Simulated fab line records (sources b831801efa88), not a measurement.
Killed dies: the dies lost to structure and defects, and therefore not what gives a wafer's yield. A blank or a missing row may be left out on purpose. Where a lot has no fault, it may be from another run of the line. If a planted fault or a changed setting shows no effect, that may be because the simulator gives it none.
Problem report in the 8D (eight disciplines) form, filled by code | flow sky130 | the parts of the form that need people (team, actions taken, sign-off) are left out

1. THE ISSUE
Wafers free of any fault read 2818 (standard deviation 27) for SD_P_TW at SKY_SD_P_TW_MEAS_11, against a mean of 30 on 2 wafers of 2 lots. That is -99 or more standard deviations from the usual mean.
The first sign was on wafer L184.3 at day 29 23:56, on film-metro-04. Wafers with a number at this step in the record: 34, from 12 lots. Rule for "out", or "out of limits": more than 4 standard deviations from the usual mean. Any other wafer with a number is counted as sound.

2. WHAT IT IS, AND WHAT IT ISN'T
question                    | is                           | is not
which readings at this step | SD_P_TW                      | -
which lots                  | L184, L185                   | L171, L172, L174, L175, L176, L177, L179, L192, L193, L194
which wafers of those lots  | L184.3, L185.4               | L184.6, L185.1
read on which gauges        | film-metro-03, film-metro-04 | film-metro-02
when                        | from day 29 23:56            | up to then (22 sound wafers); but 10 sound wafers of L185, L192, L193, L194 came after

3. WHAT RULES OUT EACH SUSPECT
Counting: any tool at a process step up to the reading remains a suspect provided it ran every lot that is out. Sound lots after the first of them don't rule it out here, since some wafers of a struck lot are sound.
- the gauge at SKY_SD_P_TW_MEAS_11 is ruled out. Those wafers that are out were read across 2 gauges (film-metro-03, film-metro-04).
- litho-track-04 at SKY_SD_P_DEVELOP_06 (develop time 60 s): kept. It processed each lot that is out (first: L184, day 29 23:25); up to then, its last sound lot is L175 (day 26 19:29).
The count leaves litho-track-04 at SKY_SD_P_DEVELOP_06.

4. THE CAUSE (what the simulator had put in)
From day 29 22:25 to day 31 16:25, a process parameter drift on litho-track-04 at SKY_SD_P_DEVELOP_06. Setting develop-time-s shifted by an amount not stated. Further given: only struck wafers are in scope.
Only this tool survived the counting.

5. THE CHAIN OF EFFECTS, in route order
One row per reading whose mean, taken over the struck wafers that have a number, lies over 3 standard deviations from the usual. Only readings for which the record gives a usual standard deviation are gone through. hours: the time from each lot's start at the first step in this table that gives one to its start at this step, as a median over the lots. sigmas: the change in usual standard deviations.
hours | step                  | reading             | usual | on struck wafers | change | sigmas
0     | SKY_SD_P_TW_MEAS_11   | SD_P_TW             | 2818  | 30               | -2788  | -99 or more
452   | SKY_PAD_OPEN_PROBE_99 | killed-at-front-end | 15    | 430              | +414   | +90
452   | SKY_PAD_OPEN_PROBE_99 | killed-dies         | 85    | 492              | +407   | +41
452   | SKY_PAD_OPEN_PROBE_99 | killed-on-rim       | 17    | 96               | +79    | +19
The process steps in it:
- SKY_PAD_OPEN_PROBE_99
Readings that are blank on the struck wafers while sound wafers have them: cd-nm at SKY_SD_P_CD_MEAS_07; SD_P_OVL at SKY_SD_P_OVL_MEAS_08.

6. HOW IT WOULD HAVE BEEN CAUGHT EARLIER
The first out-of-limits reading at a measuring or inspecting step in this record came at day 29 23:56, 2 hours after the fault's start at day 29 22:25.
Between SKY_SD_P_DEVELOP_06 and SKY_SD_P_TW_MEAS_11, SKY_SD_P_CD_MEAS_07 gave no cd-nm and SKY_SD_P_OVL_MEAS_08 gave no SD_P_OVL on the struck wafers, where sound wafers have one: a measuring or inspecting step that comes back empty is itself a sign.
Among the 2 lots that are out, L185 began SKY_SD_P_DEVELOP_06 on litho-track-04 after day 29 23:56. Holding the tool at that time would have saved it.
